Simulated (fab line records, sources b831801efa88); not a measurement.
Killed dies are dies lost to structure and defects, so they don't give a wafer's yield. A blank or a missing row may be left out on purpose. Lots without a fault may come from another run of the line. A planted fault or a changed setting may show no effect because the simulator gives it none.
Which tool did it? | flow sky130 | 11 lots, 33 wafers sampled, at 5 steps of a route of 708

WHAT THE GAUGES READ, wafer by wafer
The record holds no reading of a measuring or inspecting step that can be judged against a usual standard deviation.

WHICH TOOL RAN EACH LOT (tool, then ch and the chambers of the sampled wafers, then the start)
lot  | SKY_LDD_N_IMPLANT_09            | SKY_LDD_N_STRIP_16                   | SKY_LDD_HVN_STRIP_09                 | SKY_LDD_HVP_STRIP_09                 | SKY_SPACER_ETCHBACK_02
L260 | implanter-03 ch 0, day 19 05:43 | plasma_asher-04 ch 0,1, day 19 06:46 | plasma_asher-01 ch 0,1, day 21 20:16 | plasma_asher-02 ch 0,1, day 23 02:17 | rie_diel-03 ch 2,3, day 24 12:09
L261 | implanter-02 ch 0, day 19 17:40 | plasma_asher-04 ch 0,1, day 19 18:43 | plasma_asher-01 ch 0,1, day 22 08:40 | plasma_asher-01 ch 0,1, day 23 15:22 | rie_diel-04 ch 0,1,3, day 24 23:54
L262 | implanter-02 ch 0, day 20 09:03 | plasma_asher-04 ch 0,1, day 20 10:05 | plasma_asher-04 ch 0,1, day 22 22:59 | plasma_asher-04 ch 0,1, day 24 05:26 | rie_diel-04 ch 0,1,2, day 25 14:05
L263 | implanter-02 ch 0, day 20 20:29 | plasma_asher-02 ch 0,1, day 20 21:32 | plasma_asher-04 ch 0,1, day 23 10:35 | plasma_asher-02 ch 0,1, day 24 16:17 | rie_diel-04 ch 2,3, day 26 02:38
L264 | implanter-04 ch 0, day 21 00:20 | plasma_asher-03 ch 0,1, day 21 01:21 | plasma_asher-04 ch 0,1, day 23 14:42 | plasma_asher-01 ch 0,1, day 24 19:34 | rie_diel-03 ch 0,2,3, day 26 05:20
L268 | implanter-02 ch 0, day 22 06:42 | plasma_asher-02 ch 1, day 22 07:44   | plasma_asher-03 ch 0,1, day 24 19:11 | plasma_asher-01 ch 0,1, day 26 01:11 | rie_diel-02 ch 1,2, day 27 10:04
L270 | implanter-02 ch 0, day 23 03:26 | plasma_asher-02 ch 1, day 23 04:29   | plasma_asher-04 ch 0,1, day 25 16:02 | plasma_asher-01 ch 0,1, day 26 21:23 | rie_diel-02 ch 2,3, day 28 04:47
L274 | implanter-04 ch 0, day 24 08:01 | plasma_asher-03 ch 0,1, day 24 09:03 | plasma_asher-03 ch 0,1, day 26 21:00 | plasma_asher-01 ch 0,1, day 28 01:40 | rie_diel-02 ch 0,2, day 29 08:18
L276 | implanter-03 ch 0, day 25 00:50 | plasma_asher-03 ch 0,1, day 25 01:53 | plasma_asher-03 ch 0,1, day 27 12:35 | plasma_asher-02 ch 0,1, day 28 17:14 | rie_diel-03 ch 0,1, day 30 02:53
L278 | implanter-04 ch 0, day 26 06:37 | plasma_asher-03 ch 0,1, day 26 07:40 | plasma_asher-03 ch 0,1, day 28 17:43 | plasma_asher-04 ch 0,1, day 29 22:47 | rie_diel-03 ch 1,2,3, day 31 05:35
L279 | implanter-03 ch 0, day 26 17:23 | plasma_asher-04 ch 0,1, day 26 18:25 | plasma_asher-04 ch 0,1, day 29 03:28 | plasma_asher-02 ch 0,1, day 30 07:43 | rie_diel-03 ch 0,1,3, day 31 14:08
- SKY_LDD_N_IMPLANT_09
- SKY_LDD_N_STRIP_16: strips in O2/N2.
- SKY_LDD_HVN_STRIP_09: strips in O2/N2.
- SKY_LDD_HVP_STRIP_09: strips in O2/N2.
- SKY_SPACER_ETCHBACK_02: etches Si3N4 in CH3F/O2, stops on SiO2, time 46.7 s, target depth 45 nm.

WHAT THE TOOLS THEMSELVES READ (means of the sampled wafers that have a number; where no wafer has one, the mark that the record gives instead)
SKY_LDD_N_IMPLANT_09.
lot  | tool         | beam_on_s (s) | dose_ions_cm2 | faraday_current_uA
L260 | implanter-03 | 10.25         | 7.5e+13       | 413
L261 | implanter-02 | 10.04         | 7.5e+13       | 421
L262 | implanter-02 | 10.02         | 7.5e+13       | 422
L263 | implanter-02 | 9.92          | 7.5e+13       | 426
L264 | implanter-04 | 10.07         | 7.5e+13       | 421
L268 | implanter-02 | 10.58         | 9.7e+13       | 516
L270 | implanter-02 | 10.55         | 9.7e+13       | 519
L274 | implanter-04 | 10.27         | 7.5e+13       | 411
L276 | implanter-03 | 10.09         | 7.5e+13       | 419
L278 | implanter-04 | 10.02         | 7.5e+13       | 423
L279 | implanter-03 | 10.17         | 7.5e+13       | 416

SKY_LDD_N_STRIP_16.
lot  | tool            | drypump_motor_current_A (A) | oes_product_au (a.u.) | strip_time_to_endpoint_s (s)
L260 | plasma_asher-04 | 6.20                        | 0.406                 | 4.305
L261 | plasma_asher-04 | 6.15                        | 0.404                 | 4.333
L262 | plasma_asher-04 | 6.18                        | 0.404                 | 4.310
L263 | plasma_asher-02 | 6.18                        | 0.406                 | 4.315
L264 | plasma_asher-03 | 5.87                        | 0.406                 | 4.308
L268 | plasma_asher-02 | 6.32                        | 0.407                 | 4.361
L270 | plasma_asher-02 | 6.35                        | 0.412                 | 4.397
L274 | plasma_asher-03 | 6.03                        | 0.406                 | 4.340
L276 | plasma_asher-03 | 5.86                        | 0.411                 | 4.309
L278 | plasma_asher-03 | 5.85                        | 0.407                 | 4.317
L279 | plasma_asher-04 | 6.21                        | 0.405                 | 4.334

SKY_LDD_HVN_STRIP_09.
lot  | tool            | drypump_motor_current_A (A) | oes_product_au (a.u.) | strip_time_to_endpoint_s (s)
L260 | plasma_asher-01 | 5.57                        | 0.405                 | 4.133
L261 | plasma_asher-01 | 5.59                        | 0.412                 | 4.142
L262 | plasma_asher-04 | 6.15                        | 0.410                 | 4.139
L263 | plasma_asher-04 | 6.15                        | 0.410                 | 4.147
L264 | plasma_asher-04 | 6.17                        | 0.405                 | 4.144
L268 | plasma_asher-03 | 6.03                        | 0.407                 | 4.113
L270 | plasma_asher-04 | 6.14                        | 0.405                 | 4.153
L274 | plasma_asher-03 | 5.86                        | 0.409                 | 4.116
L276 | plasma_asher-03 | 5.87                        | 0.413                 | 4.142
L278 | plasma_asher-03 | 5.85                        | 0.412                 | 4.131
L279 | plasma_asher-04 | 6.19                        | 0.406                 | 4.135

SKY_LDD_HVP_STRIP_09.
lot  | tool            | drypump_motor_current_A (A) | oes_product_au (a.u.) | strip_time_to_endpoint_s (s)
L260 | plasma_asher-02 | 6.2                         | 0.412                 | 4.134
L261 | plasma_asher-01 | 5.6                         | 0.408                 | 4.144
L262 | plasma_asher-04 | 6.2                         | 0.411                 | 4.141
L263 | plasma_asher-02 | 6.1                         | 0.410                 | 4.143
L264 | plasma_asher-01 | 5.7                         | 0.405                 | 4.136
L268 | plasma_asher-01 | 5.6                         | 0.413                 | 4.140
L270 | plasma_asher-01 | 5.7                         | 0.408                 | 4.132
L274 | plasma_asher-01 | 5.7                         | 0.410                 | 4.133
L276 | plasma_asher-02 | 6.1                         | 0.411                 | 4.137
L278 | plasma_asher-04 | 6.1                         | 0.407                 | 4.136
L279 | plasma_asher-02 | 6.2                         | 0.408                 | 4.136

SKY_SPACER_ETCHBACK_02.
lot  | tool        | drypump_motor_current_A (A) | oes_product_au (a.u.) | throttle_valve_pct (%)
L260 | rie_diel-03 | 5.9                         | 0.856                 | 10.566
L261 | rie_diel-04 | 5.4                         | 0.857                 | 10.565
L262 | rie_diel-04 | 5.6                         | 0.851                 | 10.560
L263 | rie_diel-04 | 5.4                         | 0.851                 | 10.559
L264 | rie_diel-03 | 5.9                         | 0.865                 | 10.561
L268 | rie_diel-02 | 5.3                         | 0.848                 | 10.567
L270 | rie_diel-02 | 6.2                         | 0.853                 | 10.553
L274 | rie_diel-02 | 5.9                         | 0.857                 | 10.566
L276 | rie_diel-03 | 6.0                         | 0.850                 | 10.560
L278 | rie_diel-03 | 6.2                         | 0.858                 | 10.558
L279 | rie_diel-03 | 6.3                         | 0.850                 | 10.557

THE ANSWER, worked out from the rows above alone
Rule: what is usual is taken from the lots themselves. Put in order of their means at a reading, lots are off if they are a third of the lots or fewer, leave a main group of 4 or more, and stand apart from it by a gap of 3 or more times the standard deviation of the main group's means; of several such gaps the widest counts. A main group whose means are all the same, to the digits that the tables above print for the reading, isn't used. A lot without any number at a reading at which 4 lots or more have one is off too. The other lots that the step has rows for count as sound. The gauges are gone through in route order, then the tools' own readings, and for those a lot's mean is taken as printed above. The first step at which some lot is off is used, and at that step the reading that is off furthest; a lot without a number counts as furthest.
Off: L268, L270, at SKY_LDD_N_IMPLANT_09 (faraday_current_uA). The main group: mean 419, standard deviation 4.6.
A tool fits if, at that step or a process step before it, it ran every lot that is off, and no sound lot after the first of them. One fits: implanter-02 at SKY_LDD_N_IMPLANT_09. Its last sound lot is L263 (day 20 20:29), its first lot that is off L268 (day 22 06:42): a fault that began between those two fits.
The tool's own readings at SKY_LDD_N_IMPLANT_09 bear it out: on the lots that are off they differ by more than 5 times the standard deviation of the sound lots' means. dose_ions_cm2 reads 9.7e+13 there against 7.5e+13 on the sound lots; faraday_current_uA reads 518 there against 419 on the sound lots.

WHAT THE SIMULATOR HAD PUT IN
Process parameter drift: implanter-02, from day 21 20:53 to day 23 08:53, at SKY_LDD_N_IMPLANT_09. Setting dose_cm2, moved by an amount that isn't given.
Lots struck among those shown: L268, L270. The rule above found the same.
